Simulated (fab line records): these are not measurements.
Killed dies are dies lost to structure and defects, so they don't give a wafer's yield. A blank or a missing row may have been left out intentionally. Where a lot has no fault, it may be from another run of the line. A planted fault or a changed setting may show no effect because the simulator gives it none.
Chamber matching	flow sky130	SKY_VIA2_ETCH_15 on rie-diel-01 has 4 sister chambers
The step etches SiO2 in C4F8/O2/Ar, stops on TiN, target depth 546 nm, time 84 s. 18 wafers are shown with their chamber, then 9 later ones without.

EACH WAFER AND ITS CHAMBER
wafer	chamber	oes-product-au (a.u.)
L075.1	2	0.944
L075.2	3	0.948
L075.3	1	0.944
L075.4	0	0.941
L075.5	1	0.937
L075.6	2	0.940
L076.1	2	0.936
L076.2	3	0.936
L076.3	0	0.944
L076.4	1	0.941
L076.5	2	0.941
L076.6	1	0.933
L079.1	1	0.951
L079.2	0	0.926
L079.6	2	0.934
L081.1	2	0.929
L081.2	1	0.940
L081.6	0	0.948

SIGNATURES (averages over the wafers above)
reading	chamber 0	chamber 1	chamber 2	chamber 3	scatter within a chamber
oes-product-au	0.93975	0.94100	0.93733	0.94200	0.007
Rule: for a wafer and a chamber, the distance is found by dividing, reading by reading, the gap between the wafer's reading and the chamber's mean by the reading's scatter, squaring, summing and taking the root. If the next closest chamber is less than 2 further off than the closest, the wafer can't be placed; otherwise it belongs to the closest. The scatter: take each reading less its chamber's mean, square it, sum over the shown wafers, divide by the number of wafers less the number of chambers, and take the root.

WAFERS WHOSE CHAMBER IS MISSING
wafer	oes-product-au (a.u.)
L087.1	0.939
L087.5	0.936
L087.6	0.936
L095.1	0.943
L095.2	0.930
L095.6	0.942
L097.2	0.940
L097.3	0.938
L097.4	0.936

WHICH CHAMBER EACH ONE RAN IN
wafer	from the rows above	in truth
L087.1	can't be placed: 0 or 2 or 1 or 3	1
L087.5	can't be placed: 2 or 0 or 1 or 3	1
L087.6	can't be placed: 2 or 0 or 1 or 3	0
L095.1	can't be placed: 3 or 1 or 0 or 2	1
L095.2	can't be placed: 2 or 0 or 1 or 3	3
L095.6	can't be placed: 3 or 1 or 0 or 2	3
L097.2	can't be placed: 0 or 1 or 3 or 2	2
L097.3	can't be placed: 2 or 0 or 1 or 3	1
L097.4	can't be placed: 2 or 0 or 1 or 3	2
Placed correctly: 0 of 9. Unplaceable from these rows: 9, with the true chamber sitting among the candidates in 9. 0 placed wrongly.
